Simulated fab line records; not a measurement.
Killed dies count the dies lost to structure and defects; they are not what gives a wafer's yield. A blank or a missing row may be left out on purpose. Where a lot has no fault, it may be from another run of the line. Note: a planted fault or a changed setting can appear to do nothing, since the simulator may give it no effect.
What tool caused it? -- flow sky130 -- Sampling: 14 lots, 41 wafers, 2 of 708 route steps

## WHAT THE GAUGES READ, wafer by wafer
The record holds no reading of a measuring or inspecting step that can be judged against a usual standard deviation.

## EACH LOT AND THE TOOL THAT RAN IT (in order: tool; ch and the chambers of the sampled wafers; start)
lot,SKY_VT_ADJUST_HVTP_SOFTBAKE_03,SKY_PAD_OPEN_PROBE_99
L271,"lithoTrack-01 ch 0, day 5 17:42","prober-01, day 45 08:12"
L272,"lithoTrack-01 ch 0, day 5 22:15","prober-02, day 45 22:09"
L274,"lithoTrack-01 ch 0, day 6 12:05","prober-01, day 47 10:55"
L275,"lithoTrack-04 ch 0, day 6 16:34","prober-01, day 47 13:35"
L276,"lithoTrack-01 ch 0, day 6 19:33","prober-02, day 47 17:14"
L277,"lithoTrack-04 ch 0, day 7 04:43","prober-02, day 47 14:44"
L279,"lithoTrack-03 ch 0, day 7 16:08","prober-02, day 48 01:31"
L281,"lithoTrack-03 ch 0, day 8 06:23","prober-01, day 48 02:46"
L285,"lithoTrack-01 ch 0, day 9 09:27","prober-01, day 49 01:16"
L286,"lithoTrack-01 ch 0, day 9 16:27","prober-02, day 49 11:27"
L290,"lithoTrack-03 ch 0, day 11 00:23","prober-01, day 50 11:14"
L291,"lithoTrack-04 ch 0, day 11 01:42","prober-02, day 50 09:01"
L292,"lithoTrack-04 ch 0, day 11 08:01","prober-02, day 50 12:18"
L293,"lithoTrack-04 ch 0, day 11 15:43","prober-01, day 50 18:55"
- SKY_VT_ADJUST_HVTP_SOFTBAKE_03: time 60 s.
- SKY_PAD_OPEN_PROBE_99

## WHAT THE TOOLS THEMSELVES READ (means of the sampled wafers that have a number; where no wafer has one, the mark that the record gives instead)
SKY_VT_ADJUST_HVTP_SOFTBAKE_03.
lot,tool,heaterPowerTotalW (W),runLengthS (s)
L271,lithoTrack-01,56.61,89.38
L272,lithoTrack-01,56.59,89.40
L274,lithoTrack-01,56.61,89.36
L275,lithoTrack-04,56.60,89.24
L276,lithoTrack-01,56.60,89.37
L277,lithoTrack-04,56.56,89.20
L279,lithoTrack-03,56.59,88.96
L281,lithoTrack-03,56.58,88.97
L285,lithoTrack-01,56.64,94.71
L286,lithoTrack-01,56.62,92.90
L290,lithoTrack-03,56.62,88.88
L291,lithoTrack-04,56.58,89.32
L292,lithoTrack-04,56.57,89.35
L293,lithoTrack-04,56.61,89.25

SKY_PAD_OPEN_PROBE_99.
lot,tool,killed_at_M0_to_M3,killed_at_M4_up,killedAtContacts,killedAtFrontEnd,killedAtOther,killedDies,killedOpen,killedShort
L271,prober-01,44,2.3,22,12,0.3,80,44,36
L272,prober-02,53,2.7,27,10,0.0,93,55,38
L274,prober-01,44,3.0,18,22,0.0,87,51,33
L275,prober-01,42,3.0,21,11,0.7,78,45,32
L276,prober-02,41,5.7,21,12,0.3,80,43,37
L277,prober-02,36,3.7,29,19,0.3,88,49,39
L279,prober-02,43,5.0,22,15,0.3,85,48,37
L281,prober-01,45,1.0,19,11,0.0,76,41,35
L285,prober-01,47,2.5,22,14,0.0,86,47,38
L286,prober-02,41,2.7,21,13,0.3,78,48,30
L290,prober-01,40,3.7,24,15,0.3,83,43,39
L291,prober-02,42,4.0,22,15,0.0,83,49,34
L292,prober-02,37,4.0,26,14,0.0,81,44,36
L293,prober-01,37,1.3,26,15,0.3,79,37,42

## THE ANSWER, worked out from the rows above alone
Rule: the usual values come from the lots themselves. The widest of any qualifying gaps counts: lots, ordered by their means at a reading, are off when they make up no more than a third of the lots, leave a main group of 4 or more, and stand apart from it by 3 or more times the standard deviation of that group's means. A main group whose means are all the same, to the digits that the tables above print for the reading, isn't used. A lot without any number at a reading at which 4 lots or more have one is off too. The other lots that the step has rows for count as sound. First the gauges in route order, then the tools' own readings, where a lot's mean is used as printed above. The first step at which some lot is off is used, and at that step the reading that is off furthest; a lot without a number counts as furthest.
Off: L285, L286 (SKY_VT_ADJUST_HVTP_SOFTBAKE_03, runLengthS). Mean 89.22 s and standard deviation 0.18 in the main group.
A tool fits if, at that step or a process step before it, it ran every lot that is off, and no sound lot after the first of them. One fits: SKY_VT_ADJUST_HVTP_SOFTBAKE_03 on lithoTrack-01. Its last sound lot is L276 (day 6 19:33), its first lot that is off L285 (day 9 09:27): a fault that began between those two fits.
On the lots that are off, the tool's own readings at SKY_VT_ADJUST_HVTP_SOFTBAKE_03 differ by more than 5 times the standard deviation of the sound lots' means, which bears it out; runLengthS reads 93.81 s there versus 89.22 s on the sound lots.

## WHAT THE SIMULATOR PUT IN
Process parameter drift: lithoTrack-01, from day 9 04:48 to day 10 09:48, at SKY_VT_ADJUST_HVTP_SOFTBAKE_03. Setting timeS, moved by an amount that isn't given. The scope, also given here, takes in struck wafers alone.
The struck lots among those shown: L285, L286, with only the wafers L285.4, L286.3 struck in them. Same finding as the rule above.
